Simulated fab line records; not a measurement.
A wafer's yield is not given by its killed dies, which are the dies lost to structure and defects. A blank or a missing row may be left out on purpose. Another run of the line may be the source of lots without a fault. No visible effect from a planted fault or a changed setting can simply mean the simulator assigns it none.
Which tool is to blame? || flow gf180mcu || 45 wafers from 15 lots sampled at 4 of the route's 602 steps

== WHAT THE GAUGES READ, wafer by wafer ==
GF_MVSD_OVL_MEAS_07.
{"lot": "L998", "measured": "day 4 12:29", "on": "overlay-01", "MVSD_OVL (nm)": "-1.0 -1.8 -1.6"}
{"lot": "L999", "measured": "day 4 15:44", "on": "overlay-02", "MVSD_OVL (nm)": "-2.8 -2.8 -1.5"}
{"lot": "L100", "measured": "day 4 21:29", "on": "overlay-02", "MVSD_OVL (nm)": "-2.6 -1.7 -2.1"}
{"lot": "L101", "measured": "day 5 03:53", "on": "overlay-01", "MVSD_OVL (nm)": "-0.3 -1.2 -0.2"}
{"lot": "L103", "measured": "day 5 13:33", "on": "overlay-02", "MVSD_OVL (nm)": "0.8 0.9 -0.3"}
{"lot": "L104", "measured": "day 5 20:44", "on": "overlay-02", "MVSD_OVL (nm)": "1.4 0.1 0.0"}
{"lot": "L105", "measured": "day 6 02:38", "on": "overlay-02", "MVSD_OVL (nm)": "-4.5 -0.7 -2.5"}
{"lot": "L109", "measured": "day 7 02:04", "on": "overlay-01", "MVSD_OVL (nm)": "0.1 -2.5 -2.2"}
{"lot": "L112", "measured": "day 7 19:55", "on": "overlay-01", "MVSD_OVL (nm)": "-3.0 -2.3 -2.3"}
{"lot": "L113", "measured": "day 8 00:22", "on": "overlay-02", "MVSD_OVL (nm)": "-2.1 -2.8 -1.4"}
{"lot": "L114", "measured": "day 8 07:08", "on": "overlay-02", "MVSD_OVL (nm)": "-1.5 -2.4 -1.1"}
{"lot": "L117", "measured": "day 9 03:41", "on": "overlay-02", "MVSD_OVL (nm)": "-0.6 0.3 -1.8"}
{"lot": "L118", "measured": "day 9 06:56", "on": "overlay-01", "MVSD_OVL (nm)": "-0.8 -1.1 -0.6"}
{"lot": "L119", "measured": "day 9 13:59", "on": "overlay-02", "MVSD_OVL (nm)": "-0.8 -0.3 -0.9"}
{"lot": "L121", "measured": "day 10 02:29", "on": "overlay-02", "MVSD_OVL (nm)": "-1.8 -2.6 -1.1"}

GF_HV_LDD_CD_MEAS_07: the cd target is 400 nm.
{"lot": "L998", "measured": "day 10 01:35", "on": "cd_sem-01", "cd_nm (nm)": "398.1 396.7 399.5"}
{"lot": "L999", "measured": "day 10 07:38", "on": "cd_sem-01", "cd_nm (nm)": "404.4 402.7 407.3"}
{"lot": "L100", "measured": "day 10 12:01", "on": "cd_sem-01", "cd_nm (nm)": "401.2 401.6 402.0"}
{"lot": "L101", "measured": "day 10 19:28", "on": "cd_sem-01", "cd_nm (nm)": "400.4 399.0 398.4"}
{"lot": "L103", "measured": "day 11 12:35", "on": "cd_sem-01", "cd_nm (nm)": "397.3 397.1 396.3"}
{"lot": "L104", "measured": "day 11 19:32", "on": "cd_sem-02", "cd_nm (nm)": "395.8 395.2 395.7"}
{"lot": "L105", "measured": "day 11 22:55", "on": "cd_sem-02", "cd_nm (nm)": "401.9 401.2 401.8"}
{"lot": "L109", "measured": "day 13 08:39", "on": "cd_sem-02", "cd_nm (nm)": "401.4 398.8 396.1"}
{"lot": "L112", "measured": "day 14 07:08", "on": "cd_sem-02", "cd_nm (nm)": "397.5 398.0 397.9"}
{"lot": "L113", "measured": "day 14 12:31", "on": "cd_sem-01", "cd_nm (nm)": "399.3 397.7 397.8"}
{"lot": "L114", "measured": "day 15 01:44", "on": "cd_sem-01", "cd_nm (nm)": "399.6 402.0 399.7"}
{"lot": "L117", "measured": "day 15 23:48", "on": "cd_sem-02", "cd_nm (nm)": "404.3 403.3 404.0"}
{"lot": "L118", "measured": "day 16 05:46", "on": "cd_sem-02", "cd_nm (nm)": "401.4 400.7 403.3"}
{"lot": "L119", "measured": "day 16 12:13", "on": "cd_sem-01", "cd_nm (nm)": "398.8 399.7 398.5"}
{"lot": "L121", "measured": "day 17 07:08", "on": "cd_sem-01", "cd_nm (nm)": "396.8 396.2 394.7"}

GF_HV_LDD_TW_MEAS_23.
{"lot": "L998", "measured": "day 10 20:10", "on": "film_metro-01", "HV_LDD_2_TW": "1056 1061 1054"}
{"lot": "L999", "measured": "day 11 01:12", "on": "film_metro-01", "HV_LDD_2_TW": "1073 1068 1070"}
{"lot": "L100", "measured": "day 11 07:28", "on": "film_metro-01", "HV_LDD_2_TW": "1064 1067 1069"}
{"lot": "L101", "measured": "day 11 15:03", "on": "film_metro-03", "HV_LDD_2_TW": "1057 1056 1062"}
{"lot": "L103", "measured": "day 12 08:32", "on": "film_metro-03", "HV_LDD_2_TW": "1069 1067 1074"}
{"lot": "L104", "measured": "day 12 15:34", "on": "film_metro-01", "HV_LDD_2_TW": "1068 1065 1066"}
{"lot": "L105", "measured": "day 12 19:16", "on": "film_metro-03", "HV_LDD_2_TW": "1066 1067 1064"}
{"lot": "L109", "measured": "day 14 05:25", "on": "film_metro-03", "HV_LDD_2_TW": "1062 1053 1052"}
{"lot": "L112", "measured": "day 15 05:45", "on": "film_metro-01", "HV_LDD_2_TW": "1065 1066 1062"}
{"lot": "L113", "measured": "day 15 11:13", "on": "film_metro-01", "HV_LDD_2_TW": "1066 1062 1064"}
{"lot": "L114", "measured": "day 16 00:28", "on": "film_metro-03", "HV_LDD_2_TW": "1065 1060 1053"}
{"lot": "L117", "measured": "day 16 23:20", "on": "film_metro-01", "HV_LDD_2_TW": "1062 1060 1057"}
{"lot": "L118", "measured": "day 17 04:38", "on": "film_metro-03", "HV_LDD_2_TW": "1057 1061 1062"}
{"lot": "L119", "measured": "day 17 10:38", "on": "film_metro-04", "HV_LDD_2_TW": "1059 1068 1061"}
{"lot": "L121", "measured": "day 18 06:50", "on": "film_metro-01", "HV_LDD_2_TW": "1063 1067 1069"}

== EACH LOT AND THE TOOL THAT RAN IT (in order: tool; ch and the chambers of the sampled wafers; start) ==
{"lot": "L998", "GF_VT_IMPLANT_SOFTBAKE_25": "litho_track-01 ch 0, day 6 15:25"}
{"lot": "L999", "GF_VT_IMPLANT_SOFTBAKE_25": "litho_track-01 ch 0, day 6 18:52"}
{"lot": "L100", "GF_VT_IMPLANT_SOFTBAKE_25": "litho_track-01 ch 0, day 7 01:07"}
{"lot": "L101", "GF_VT_IMPLANT_SOFTBAKE_25": "litho_track-01 ch 0, day 7 07:37"}
{"lot": "L103", "GF_VT_IMPLANT_SOFTBAKE_25": "litho_track-04 ch 0, day 7 20:01"}
{"lot": "L104", "GF_VT_IMPLANT_SOFTBAKE_25": "litho_track-01 ch 0, day 8 03:52"}
{"lot": "L105", "GF_VT_IMPLANT_SOFTBAKE_25": "litho_track-01 ch 0, day 8 09:19"}
{"lot": "L109", "GF_VT_IMPLANT_SOFTBAKE_25": "litho_track-01 ch 0, day 9 12:05"}
{"lot": "L112", "GF_VT_IMPLANT_SOFTBAKE_25": "litho_track-04 ch 0, day 10 08:43"}
{"lot": "L113", "GF_VT_IMPLANT_SOFTBAKE_25": "litho_track-04 ch 0, day 10 13:08"}
{"lot": "L114", "GF_VT_IMPLANT_SOFTBAKE_25": "litho_track-03 ch 0, day 10 21:55"}
{"lot": "L117", "GF_VT_IMPLANT_SOFTBAKE_25": "litho_track-01 ch 0, day 11 18:40"}
{"lot": "L118", "GF_VT_IMPLANT_SOFTBAKE_25": "litho_track-04 ch 0, day 11 22:22"}
{"lot": "L119", "GF_VT_IMPLANT_SOFTBAKE_25": "litho_track-04 ch 0, day 12 07:47"}
{"lot": "L121", "GF_VT_IMPLANT_SOFTBAKE_25": "litho_track-03 ch 0, day 12 22:11"}
- GF_VT_IMPLANT_SOFTBAKE_25: time 60 s.

== WHAT THE TOOLS THEMSELVES READ (means of the sampled wafers that have a number; where no wafer has one, the mark that the record gives instead) ==
GF_VT_IMPLANT_SOFTBAKE_25.
{"lot": "L998", "tool": "litho_track-01", "exhaust_pa (Pa)": 45.4, "heater_power_total_W (W)": 56.59, "run_length_s (s)": 88.75}
{"lot": "L999", "tool": "litho_track-01", "exhaust_pa (Pa)": 45.6, "heater_power_total_W (W)": 56.59, "run_length_s (s)": 88.83}
{"lot": "L100", "tool": "litho_track-01", "exhaust_pa (Pa)": 45.4, "heater_power_total_W (W)": 56.57, "run_length_s (s)": 88.85}
{"lot": "L101", "tool": "litho_track-01", "exhaust_pa (Pa)": 45.6, "heater_power_total_W (W)": 56.62, "run_length_s (s)": 88.83}
{"lot": "L103", "tool": "litho_track-04", "exhaust_pa (Pa)": 46.0, "heater_power_total_W (W)": 56.57, "run_length_s (s)": 89.36}
{"lot": "L104", "tool": "litho_track-01", "exhaust_pa (Pa)": 46.1, "heater_power_total_W (W)": 57.85, "run_length_s (s)": 84.92}
{"lot": "L105", "tool": "litho_track-01", "exhaust_pa (Pa)": 44.6, "heater_power_total_W (W)": 57.83, "run_length_s (s)": 84.82}
{"lot": "L109", "tool": "litho_track-01", "exhaust_pa (Pa)": 45.3, "heater_power_total_W (W)": 57.79, "run_length_s (s)": 84.92}
{"lot": "L112", "tool": "litho_track-04", "exhaust_pa (Pa)": 45.6, "heater_power_total_W (W)": 56.62, "run_length_s (s)": 89.36}
{"lot": "L113", "tool": "litho_track-04", "exhaust_pa (Pa)": 45.9, "heater_power_total_W (W)": 56.56, "run_length_s (s)": 89.37}
{"lot": "L114", "tool": "litho_track-03", "exhaust_pa (Pa)": 45.5, "heater_power_total_W (W)": 56.59, "run_length_s (s)": 88.90}
{"lot": "L117", "tool": "litho_track-01", "exhaust_pa (Pa)": 45.9, "heater_power_total_W (W)": 56.58, "run_length_s (s)": 88.90}
{"lot": "L118", "tool": "litho_track-04", "exhaust_pa (Pa)": 45.1, "heater_power_total_W (W)": 56.64, "run_length_s (s)": 89.40}
{"lot": "L119", "tool": "litho_track-04", "exhaust_pa (Pa)": 46.9, "heater_power_total_W (W)": 56.62, "run_length_s (s)": 89.29}
{"lot": "L121", "tool": "litho_track-03", "exhaust_pa (Pa)": 46.1, "heater_power_total_W (W)": 56.57, "run_length_s (s)": 88.89}

== THE ANSWER, worked out from the rows above alone ==
Rule: what is usual is taken from the lots themselves. The widest of any qualifying gaps counts: lots, ordered by their means at a reading, are off when they make up no more than a third of the lots, leave a main group of 4 or more, and stand apart from it by 3 or more times the standard deviation of that group's means. Not used: any main group whose means are identical at the precision the tables above print for the reading. A lot without any number at a reading at which 4 lots or more have one is off too. The other lots that the step has rows for count as sound. After the gauges, taken in route order, come the tools' own readings; for these a lot's mean is taken, as printed above. At the first step where some lot is off, the reading lying furthest off is the one used; lots without a number count as furthest.
Off: L104, L105, L109 (GF_VT_IMPLANT_SOFTBAKE_25, heater_power_total_W). The main group: mean 56.59 W, standard deviation 0.025.
If a tool, at that step or one of the process steps before it, ran each lot that is off and ran no sound lot following the first of them, it fits. Not one of the candidates tried fits.

== WHAT WAS PUT IN BY THE SIMULATOR ==
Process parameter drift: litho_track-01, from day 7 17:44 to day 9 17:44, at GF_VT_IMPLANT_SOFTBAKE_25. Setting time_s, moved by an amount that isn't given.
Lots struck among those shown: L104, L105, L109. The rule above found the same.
